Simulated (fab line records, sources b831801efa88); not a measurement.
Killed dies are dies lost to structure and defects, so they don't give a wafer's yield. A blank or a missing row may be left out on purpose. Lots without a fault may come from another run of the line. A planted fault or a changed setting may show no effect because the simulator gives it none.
Which tool did it? | flow sky130 | 12 lots, 36 wafers sampled, at 4 steps of a route of 708

WHAT THE GAUGES READ, wafer by wafer
SKY_METAL2_RS_MEAS_05: measures by four-point-probe.
lot  | measured     | on            | METAL2_ALCU_RS (ohm/sq)
L075 | day 34 08:57 | film_metro-04 | 0.1246 0.1253 0.1255
L077 | day 35 20:50 | film_metro-01 | 0.1282 0.1277 0.1294
L079 | day 36 13:17 | film_metro-03 | 0.1271 0.1269 0.1273
L080 | day 36 22:02 | film_metro-04 | 0.1260 0.1261 0.1259
L084 | day 37 17:22 | film_metro-01 | 0.1275 0.1279 0.1270
L085 | day 37 23:59 | film_metro-01 | 0.1266 0.1262 0.1268
L087 | day 39 01:38 | film_metro-03 | 0.1267 0.1271 0.1269
L089 | day 39 07:58 | film_metro-04 | 0.1259 0.1258 0.1262
L091 | day 39 14:15 | film_metro-03 | 0.1256 0.1260 0.1267
L093 | day 40 05:54 | film_metro-04 | 0.1244 0.1242 0.1257
L095 | day 40 23:44 | film_metro-04 | 0.1264 0.1265 0.1275
L097 | day 41 02:23 | film_metro-04 | 0.1260 0.1258 0.1249

WHICH TOOL RAN EACH LOT (tool, then ch and the chambers of the sampled wafers, then the start)
lot  | SKY_VIA1_ETCH_14                   | SKY_VIA1_ETCH_15                   | SKY_VIA1_SPUTTER_20
L075 | rie_diel-02 ch 0,2,3, day 34 07:26 | rie_diel-02 ch 0,2,3, day 34 07:29 | pvd_sputter-02, day 34 08:10
L077 | rie_diel-01 ch 1,2,3, day 35 19:23 | rie_diel-01 ch 1,2,3, day 35 19:26 | pvd_sputter-04, day 35 20:04
L079 | rie_diel-03 ch 0,2, day 36 11:47   | rie_diel-03 ch 0,2, day 36 11:50   | pvd_sputter-02, day 36 12:28
L080 | rie_diel-03 ch 0,1,2, day 36 20:32 | rie_diel-03 ch 0,1,2, day 36 20:35 | pvd_sputter-04, day 36 21:12
L084 | rie_diel-02 ch 1,2,3, day 37 15:55 | rie_diel-02 ch 1,2,3, day 37 15:58 | pvd_sputter-01, day 37 16:36
L085 | rie_diel-02 ch 0,1,2, day 37 22:29 | rie_diel-02 ch 0,1,2, day 37 22:32 | pvd_sputter-04, day 37 23:10
L087 | rie_diel-01 ch 0,1, day 39 00:10   | rie_diel-01 ch 0,1, day 39 00:13   | pvd_sputter-02, day 39 00:51
L089 | rie_diel-02 ch 0,3, day 39 06:31   | rie_diel-02 ch 0,3, day 39 06:34   | pvd_sputter-02, day 39 07:12
L091 | rie_diel-02 ch 0,1,2, day 39 12:45 | rie_diel-02 ch 0,1,2, day 39 12:48 | pvd_sputter-02, day 39 13:28
L093 | rie_diel-03 ch 1,3, day 40 04:10   | rie_diel-03 ch 1,3, day 40 04:13   | pvd_sputter-01, day 40 04:51
L095 | rie_diel-01 ch 2,3, day 40 22:17   | rie_diel-01 ch 2,3, day 40 22:20   | pvd_sputter-02, day 40 22:58
L097 | rie_diel-03 ch 1,2, day 41 00:54   | rie_diel-03 ch 1,2, day 41 00:57   | pvd_sputter-01, day 41 01:35
- SKY_VIA1_ETCH_14: etches BARC in N2/H2, stops on SiO2, time 45.9 s, target depth 60 nm.
- SKY_VIA1_ETCH_15: etches SiO2 in C4F8/O2/Ar, stops on TiN, target depth 351 nm, time 54 s.
- SKY_VIA1_SPUTTER_20: material TiN, target thk 20 nm, time 80 s.

THE ANSWER, worked out from the rows above alone
Rule: what is usual is taken from the lots themselves. Put in order of their means at a reading, lots are off if they are a third of the lots or fewer, leave a main group of 4 or more, and stand apart from it by a gap of 3 or more times the standard deviation of the main group's means; of several such gaps the widest counts. A main group whose means are all the same, to the digits that the tables above print for the reading, isn't used. A lot without any number at a reading at which 4 lots or more have one is off too. The other lots that the step has rows for count as sound.
No lot is off at any reading shown: from this, nothing can be told.

WHAT THE SIMULATOR HAD PUT IN
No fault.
